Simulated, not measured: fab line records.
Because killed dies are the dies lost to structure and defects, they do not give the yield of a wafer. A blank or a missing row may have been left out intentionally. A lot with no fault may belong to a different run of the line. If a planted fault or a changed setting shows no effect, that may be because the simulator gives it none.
Commonality check across tools / flow sky130 / Sampled: 13 lots, 39 wafers

WHAT PROMPTED THE OPENING
On 1 of the 13 lots, a flag is raised at SKY_FIELD_ISO_CD_MEAS_13 on the reading cd nm. No-fault wafers: 149.9 nm, standard deviation 1.7.
Rule: a lot is flagged when every wafer of it that has a number lies more than 4 standard deviations from that mean, or none has a number. The other lots count as sound.

lot=L781; measured=day 2 16:50; on=cd sem-02; cd nm (nm), wafer by wafer=147.9 148.6 148.0; flag=
lot=L782; measured=day 2 19:50; on=cd sem-02; cd nm (nm), wafer by wafer=150.3 150.1 149.2; flag=
lot=L784; measured=day 3 06:20; on=cd sem-01; cd nm (nm), wafer by wafer=135.6 134.8 135.1; flag=FLAGGED
lot=L790; measured=day 4 14:20; on=cd sem-01; cd nm (nm), wafer by wafer=151.2 150.5 150.2; flag=
lot=L793; measured=day 5 07:17; on=cd sem-01; cd nm (nm), wafer by wafer=150.6 149.6 150.1; flag=
lot=L795; measured=day 5 19:04; on=cd sem-01; cd nm (nm), wafer by wafer=151.4 152.5 150.4; flag=
lot=L796; measured=day 6 00:10; on=cd sem-01; cd nm (nm), wafer by wafer=150.5 151.5 150.2; flag=
lot=L797; measured=day 6 02:26; on=cd sem-01; cd nm (nm), wafer by wafer=150.7 150.4 150.8; flag=
lot=L798; measured=day 6 07:41; on=cd sem-01; cd nm (nm), wafer by wafer=147.9 148.9 148.7; flag=
lot=L799; measured=day 6 13:02; on=cd sem-01; cd nm (nm), wafer by wafer=150.7 150.8 152.0; flag=
lot=L800; measured=day 6 20:10; on=cd sem-02; cd nm (nm), wafer by wafer=149.1 146.1 148.0; flag=
lot=L801; measured=day 6 22:34; on=cd sem-01; cd nm (nm), wafer by wafer=150.3 150.7 151.0; flag=
lot=L802; measured=day 7 06:41; on=cd sem-02; cd nm (nm), wafer by wafer=149.1 149.2 149.5; flag=
On average the flagged lots' numbers are 135.2 nm, which is -14.7 nm against the usual, or -9 standard deviations.

EACH LOT AND THE TOOL IT RAN ON
The record keeps 1 process step preceding the reading, out of 708 steps on the route. Each cell gives the tool, then ch followed by the chambers the sampled wafers passed through, then the start.
lot=L781; flag=; SKY_FIELD_ISO_EXPOSE_10=krf scanner-02 ch 0, day 2 09:11
lot=L782; flag=; SKY_FIELD_ISO_EXPOSE_10=krf scanner-02 ch 0, day 2 12:35
lot=L784; flag=FLAGGED; SKY_FIELD_ISO_EXPOSE_10=krf scanner-01 ch 0, day 2 22:19
lot=L790; flag=; SKY_FIELD_ISO_EXPOSE_10=krf scanner-01 ch 0, day 4 05:32
lot=L793; flag=; SKY_FIELD_ISO_EXPOSE_10=krf scanner-02 ch 0, day 4 22:47
lot=L795; flag=; SKY_FIELD_ISO_EXPOSE_10=krf scanner-02 ch 0, day 5 10:10
lot=L796; flag=; SKY_FIELD_ISO_EXPOSE_10=krf scanner-01 ch 0, day 5 15:32
lot=L797; flag=; SKY_FIELD_ISO_EXPOSE_10=krf scanner-01 ch 0, day 5 17:47
lot=L798; flag=; SKY_FIELD_ISO_EXPOSE_10=krf scanner-01 ch 0, day 5 22:28
lot=L799; flag=; SKY_FIELD_ISO_EXPOSE_10=krf scanner-02 ch 0, day 6 03:22
lot=L800; flag=; SKY_FIELD_ISO_EXPOSE_10=krf scanner-02 ch 0, day 6 10:37
lot=L801; flag=; SKY_FIELD_ISO_EXPOSE_10=krf scanner-01 ch 0, day 6 13:53
lot=L802; flag=; SKY_FIELD_ISO_EXPOSE_10=krf scanner-02 ch 0, day 6 20:34
These steps, and what they do:
- SKY_FIELD_ISO_EXPOSE_10: exposes mask FOM, target cd 150 nm.
- SKY_FIELD_ISO_CD_MEAS_13: target cd 150 nm.

FLAGGED AGAINST TOTAL, ONE TOOL AT A TIME (gauges that did the reading follow at the end)
step=SKY_FIELD_ISO_EXPOSE_10; tool=krf scanner-01; lots run=6; flagged=1; share of the flagged lots=all; sound lots run after its first flagged lot=5 (L790,L796,L797,L798,L801)
step=SKY_FIELD_ISO_EXPOSE_10; tool=krf scanner-02; lots run=7; flagged=0; share of the flagged lots=none; sound lots run after its first flagged lot=-
step=SKY_FIELD_ISO_CD_MEAS_13; tool=cd sem-01; lots run=9; flagged=1; share of the flagged lots=all; sound lots run after its first flagged lot=8 (L790,L793,L795,L796,L797,L798,L799,L801)
step=SKY_FIELD_ISO_CD_MEAS_13; tool=cd sem-02; lots run=4; flagged=0; share of the flagged lots=none; sound lots run after its first flagged lot=-

WHAT IS ALLOWED BY THE TABLE
Every flagged lot went through 2 rows of the table: krf scanner-01 at SKY_FIELD_ISO_EXPOSE_10 and cd sem-01 at SKY_FIELD_ISO_CD_MEAS_13.
- krf scanner-01 at SKY_FIELD_ISO_EXPOSE_10 ran 6 lots, 1 of them flagged. Sound lots followed the first flagged one (L790, L796, L797, L798, L801) on it, something a lasting fault affecting the whole tool could not allow.
- cd sem-01 at SKY_FIELD_ISO_CD_MEAS_13 ran 9 lots, 1 of them flagged. Sound lots followed the first flagged one (L790, L793, L795, L796, L797, L798, L799, L801) on it, something a lasting fault affecting the whole tool could not allow.
Not one row of the table ran every flagged lot while running no sound lot after the first.

WHAT THE SIMULATOR HAD PUT IN
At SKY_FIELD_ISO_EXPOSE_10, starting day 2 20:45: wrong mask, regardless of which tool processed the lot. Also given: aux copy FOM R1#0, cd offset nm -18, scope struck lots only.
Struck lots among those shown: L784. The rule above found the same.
